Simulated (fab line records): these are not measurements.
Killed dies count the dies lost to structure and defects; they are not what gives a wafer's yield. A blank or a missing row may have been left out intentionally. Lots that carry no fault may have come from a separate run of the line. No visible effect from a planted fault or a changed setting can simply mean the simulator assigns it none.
fab line records    flow sky130    part 2 of 2: steps 24 to 33 of 33
record: lots: 5  wafers: 15  last_day: 49
route steps=708 shown VT_ADJUST_HVTP@89 VT_ADJUST_LVTN@97 VT_ADJUST_NCORE@119
lots that met no fault: from a run of the same line without faults
start_h: start of the lot's first displayed wafer, in hours after the record's first day    wait_h: hours elapsed since this lot's preceding step    " as in the row above    L1.1+2: a single row standing in for several wafers    - either no value or no given start    * or withheld: withheld    < > ~ a bound
route shown NAME@n: a module of which the file shows steps, and the number in the route of the first    usual: mean and standard deviation over wafers with no fault    same: alike in all rows    chamber/n: place in a boat    sites: per-site readings    _std_site: their standard deviation    _edge_site: the outer-site mean with the inner-site mean subtracted    radius_mm: how far each site lies from the wafer's centre    mask NAME#n: copy n    behind: the most recent tool/chamber to have shaped the wafer    hold: what put the lot on hold/how long, in hours/how the hold closed    device: the transistor (n, p or np) that didn't switch    end of line: the tests these same wafers got at the end of their route    a step with no rows: only its recipe    killed: not the wafer's yield, but the dies lost to structure and defects at the first sort    map: dies across one wafer; x = killed, . = not, _ = none there
set.NAME: the run value of the setting; set.NAME@STEP: its run value at that earlier step    model.NAME: the simulator's own value behind a step, which no gauge read
lots at selected steps of the route; one table per step, one row per wafer
services: the hour from which a tool's chamber was out of use, counted from the record's first day as start_h (under 0 if before that day), plus the number of hours and why
== steps ==
step: SKY_VT_ADJUST_LVTN_EXPOSE_15
recipe: mask_id: HVN_STD_DERIVED  na: 0.6  source_shape: conventional  sigma_outer: 0.6  polarization: unpolarized  target_cd_nm: 600  dose_mj: 163
usual: focus_offset_nm: -0.1/0.56  stage_vel_mm_s: 499.92/0.27
lot.wafer  tool              chamber  start_h  wait_h  mask               focus_offset_nm  stage_vel_mm_s
L076.1     iline_stepper-02  0        -        -       HVN_STD_DERIVED#0  -0.8             500.26
L076.2     "                 0        "        "       HVN_STD_DERIVED#0  0.4              500.37
L076.3     "                 0        "        "       HVN_STD_DERIVED#0  -0.1             500.45
L078.3     iline_stepper-02  0        -        -       HVN_STD_DERIVED#0  -0.2             500.19
L078.4     "                 0        "        "       HVN_STD_DERIVED#0  0.4              500.01
L078.6     "                 0        "        "       HVN_STD_DERIVED#0  -0.4             499.80
L081.3     iline_stepper-01  0        -        -       HVN_STD_DERIVED#0  -0.5             499.51
L081.4     "                 0        "        "       HVN_STD_DERIVED#0  0.7              499.94
L081.5     "                 0        "        "       HVN_STD_DERIVED#0  0.0              499.35
L091.1     iline_stepper-02  0        -        -       HVN_STD_DERIVED#0  -0.8             500.04
L091.3     "                 0        "        "       HVN_STD_DERIVED#0  -0.5             499.50
L091.5     "                 0        "        "       HVN_STD_DERIVED#0  -0.4             499.66
L094.1     iline_stepper-01  0        -        -       HVN_STD_DERIVED#0  0.2              500.24
L094.4     "                 0        "        "       HVN_STD_DERIVED#0  0.0              499.99
L094.6     "                 0        "        "       HVN_STD_DERIVED#0  0.0              499.97
step: SKY_VT_ADJUST_LVTN_PEB_16
recipe: temp_c: withheld  time_s: *  resist: NOVOLAK
usual: chill_plate_temp_C: *
lot.wafer  tool            chamber  start_h  wait_h  chill_plate_temp_C
L076.1     litho_track-02  0        -        -       *
L076.2     "               0        "        "       *
L076.3     "               0        "        "       *
L078.3     litho_track-01  0        -        -       *
L078.4     "               0        "        "       *
L078.6     "               0        "        "       *
L081.3     litho_track-01  0        -        -       *
L081.4     "               0        "        "       *
L081.5     "               0        "        "       *
L091.1     litho_track-01  0        -        -       *
L091.3     "               0        "        "       *
L091.5     "               0        "        "       *
L094.1     litho_track-01  0        -        -       *
L094.4     "               0        "        "       *
L094.6     "               0        "        "       *
step: SKY_VT_ADJUST_LVTN_DEVELOP_17
recipe: resist: NOVOLAK  developer: TMAH  develop_time_s: 60  dev_temp_c: 23
usual: chill_plate_temp_C: 22.97/0.11
lot.wafer  tool            chamber  start_h  wait_h  chill_plate_temp_C
L076.1     litho_track-02  0        173.79   0.1     23.04
L076.2     "               0        "        "       23.05
L076.3     "               0        "        "       23.02
L078.3     litho_track-01  0        190.52   0.1     22.96
L078.4     "               0        "        "       22.93
L078.6     "               0        "        "       22.87
L081.3     litho_track-01  0        205.62   0.1     22.97
L081.4     "               0        "        "       22.93
L081.5     "               0        "        "       22.82
L091.1     litho_track-01  0        273.87   0.1     23.04
L091.3     "               0        "        "       23.03
L091.5     "               0        "        "       22.95
L094.1     litho_track-01  0        296.42   0.1     22.95
L094.4     "               0        "        "       22.91
L094.6     "               0        "        "       23.00
step: SKY_VT_ADJUST_LVTN_OVL_MEAS_18
usual: VT_ADJUST_LVTN_01_OVL: -0.9/1.9
lot.wafer  tool        chamber  start_h  wait_h  VT_ADJUST_LVTN_01_OVL[nm]
L076.1     overlay-02  -        173.94   0.1     -2.3
L076.2     "           -        "        "       -4.6
L076.3     "           -        "        "       -2.9
L078.3     overlay-02  -        190.63   0.1     -2.9
L078.4     "           -        "        "       -2.3
L078.6     "           -        "        "       -4.0
L081.3     overlay-02  -        205.73   0.1     -3.5
L081.4     "           -        "        "       -1.5
L081.5     "           -        "        "       -1.3
L091.1     overlay-01  -        274.02   0.1     3.7
L091.3     "           -        "        "       2.2
L091.5     "           -        "        "       0.5
L094.1     overlay-01  -        296.57   0.1     2.2
L094.4     "           -        "        "       1.3
L094.6     "           -        "        "       1.1
step: SKY_VT_ADJUST_LVTN_IMPLANT_19
recipe: species: B  energy_kev: 30  dose_cm2: 6.5e+11  tilt_deg: withheld
lot.wafer   tool          chamber  start_h  wait_h
L076.1+2+3  implanter-04  0        173.98   0.0
L078.3+4+6  implanter-03  0        190.71   0.1
L081.3+4+5  implanter-03  0        205.81   0.1
L091.1+3+5  implanter-03  0        274.05   0.0
L094.1+4+6  implanter-03  0        296.60   0.0
step: SKY_VT_ADJUST_LVTN_STRIP_20
recipe: chemistry: O2/N2  power_w: 1400  pressure_mtorr: 1500  platen_temp_c: withheld  o2_flow_sccm: 3000  n2_flow_sccm: 300  overash_fraction: 0.5
usual: drypump_motor_current_A: 5.7/0.44  o2_flow_sccm: 3001/8.8  oes_product_au: 0.716/0.0047  strip_time_to_endpoint_s: 14.20/0.043
lot.wafer  tool             chamber  start_h  wait_h  drypump_motor_current_A  o2_flow_sccm  oes_product_au  rf_hours_counter_h  strip_time_to_endpoint_s
L076.1     plasma_asher-04  1        174.13   0.1     5.9                      2994          0.713           48                  14.24
L076.2     "                0        "        "       6.0                      2989          0.718           48                  14.21
L076.3     "                0        "        "       6.0                      2989          0.715           -                   14.21
L078.3     plasma_asher-04  1        190.84   0.1     5.9                      3006          0.718           -                   14.20
L078.4     "                0        "        "       6.0                      3002          0.713           -                   14.26
L078.6     "                0        "        "       6.0                      3004          0.723           -                   14.29
L081.3     plasma_asher-03  0        205.94   0.1     5.7                      3000          0.711           -                   14.18
L081.4     "                1        "        "       6.1                      3012          0.719           -                   14.21
L081.5     "                1        "        "       6.1                      3001          0.722           -                   14.16
L091.1     plasma_asher-02  0        274.20   0.1     4.8                      3016          0.716           14                  14.19
L091.3     "                1        "        "       5.8                      3004          0.717           -                   14.18
L091.5     "                0        "        "       4.8                      3005          0.721           -                   14.21
L094.1     plasma_asher-02  1        296.75   0.1     5.8                      2988          0.720           16                  14.17
L094.4     "                0        "        "       4.8                      3008          0.707           -                   14.14
L094.6     "                1        "        "       5.8                      2998          0.716           -                   14.10
step: SKY_VT_ADJUST_LVTN_TW_MEAS_21
usual: VT_ADJUST_LVTN_2_TW: 188.1/1.9
lot.wafer  tool           chamber  start_h  wait_h  VT_ADJUST_LVTN_2_TW
L076.1     film_metro-03  -        174.23   0.1     187.7
L076.2     "              -        "        "       187.2
L076.3     "              -        "        "       187.7
L078.3     film_metro-03  -        190.93   0.1     187.7
L078.4     "              -        "        "       188.1
L078.6     "              -        "        "       187.7
L081.3     film_metro-03  -        206.03   0.1     187.9
L081.4     "              -        "        "       187.6
L081.5     "              -        "        "       188.5
L091.1     film_metro-03  -        274.30   0.1     187.9
L091.3     "              -        "        "       188.5
L091.5     "              -        "        "       187.9
L094.1     film_metro-03  -        296.85   0.1     187.9
L094.4     "              -        "        "       187.6
L094.6     "              -        "        "       188.1
step: SKY_VT_ADJUST_NCORE_DEHYDRATE_00
recipe: temp_c: 200  time_s: 60
usual: chill_plate_temp_C: 23.01/0.11
lot.wafer  tool            chamber  start_h  wait_h  chill_plate_temp_C
L076.1     litho_track-04  0        183.06   8.8     23.24
L076.2     "               0        "        "       23.03
L076.3     "               0        "        "       23.17
L078.3     litho_track-03  0        200.36   9.4     22.90
L078.4     "               0        "        "       22.90
L078.6     "               0        "        "       22.89
L081.3     litho_track-03  0        217.06   11.0    22.92
L081.4     "               0        "        "       23.27
L081.5     "               0        "        "       23.17
L091.1     litho_track-01  0        286.72   12.4    23.10
L091.3     "               0        "        "       23.07
L091.5     "               0        "        "       23.23
L094.1     litho_track-04  0        308.26   11.4    23.05
L094.4     "               0        "        "       23.02
L094.6     "               0        "        "       23.16
step: SKY_VT_ADJUST_NCORE_HMDS_01
recipe: prime_time_s: 60  prime_temp_c: 120
usual: chill_plate_temp_C: 23.01/0.11
lot.wafer  tool            chamber  start_h  wait_h  chill_plate_temp_C
L076.1     litho_track-04  0        183.21   0.1     22.87
L076.2     "               0        "        "       23.01
L076.3     "               0        "        "       23.16
L078.3     litho_track-03  0        200.51   0.1     22.96
L078.4     "               0        "        "       23.19
L078.6     "               0        "        "       23.06
L081.3     litho_track-03  0        217.21   0.1     22.98
L081.4     "               0        "        "       22.90
L081.5     "               0        "        "       22.83
L091.1     litho_track-01  0        286.87   0.1     23.14
L091.3     "               0        "        "       23.06
L091.5     "               0        "        "       23.04
L094.1     litho_track-04  0        308.41   0.1     22.96
L094.4     "               0        "        "       23.05
L094.6     "               0        "        "       22.93
step: SKY_VT_ADJUST_NCORE_COAT_02
recipe: resist: NOVOLAK  spin_rpm: 3000  resist_thk_nm: 1140
usual: chill_plate_temp_C: 23.00/0.095
lot.wafer  tool            chamber  start_h  wait_h  chill_plate_temp_C
L076.1     litho_track-04  0        183.36   0.1     23.01
L076.2     "               0        "        "       22.89
L076.3     "               0        "        "       23.18
L078.3     litho_track-03  0        200.66   0.1     23.05
L078.4     "               0        "        "       23.00
L078.6     "               0        "        "       23.02
L081.3     litho_track-03  0        217.36   0.1     23.15
L081.4     "               0        "        "       23.12
L081.5     "               0        "        "       23.13
L091.1     litho_track-01  0        287.02   0.1     22.96
L091.3     "               0        "        "       23.08
L091.5     "               0        "        "       22.90
L094.1     litho_track-04  0        308.56   0.1     22.90
L094.4     "               0        "        "       22.77
L094.6     "               0        "        "       22.95
== services ==
tool              chamber  start_h  hours  kind
implanter-01      -        101.16   4.4    repair
plasma_asher-02   -        104.50   8.7    repair
plasma_asher-03   -        105.57   2.0    repair
implanter-04      -        105.75   4.8    repair
implanter-03      -        106.38   2.8    repair
implanter-01      -        110.71   13.9   repair
plasma_asher-02   -        113.24   9.0    pm
iline_stepper-01  0        138.61   -      calibration
iline_stepper-01  -        139.97   1.7    pm
litho_track-04    -        154.43   -      consumable_replace:filter
iline_stepper-02  -        159.10   4.2    repair
plasma_asher-04   -        162.89   1.0    repair
implanter-04      -        163.56   3.8    repair
implanter-01      -        163.62   3.2    pm
implanter-01      -        167.93   1.8    repair
iline_stepper-02  -        169.29   1.7    pm
iline_stepper-02  -        224.58   2.2    repair
litho_track-01    -        236.42   -      consumable_replace:filter
implanter-02      -        238.12   1.6    repair
iline_stepper-02  -        238.87   2.2    repair
plasma_asher-04   -        242.49   2.6    repair
plasma_asher-02   -        282.42   6.6    repair
implanter-04      -        295.93   12.3   repair
implanter-03      -        302.09   2.9    repair
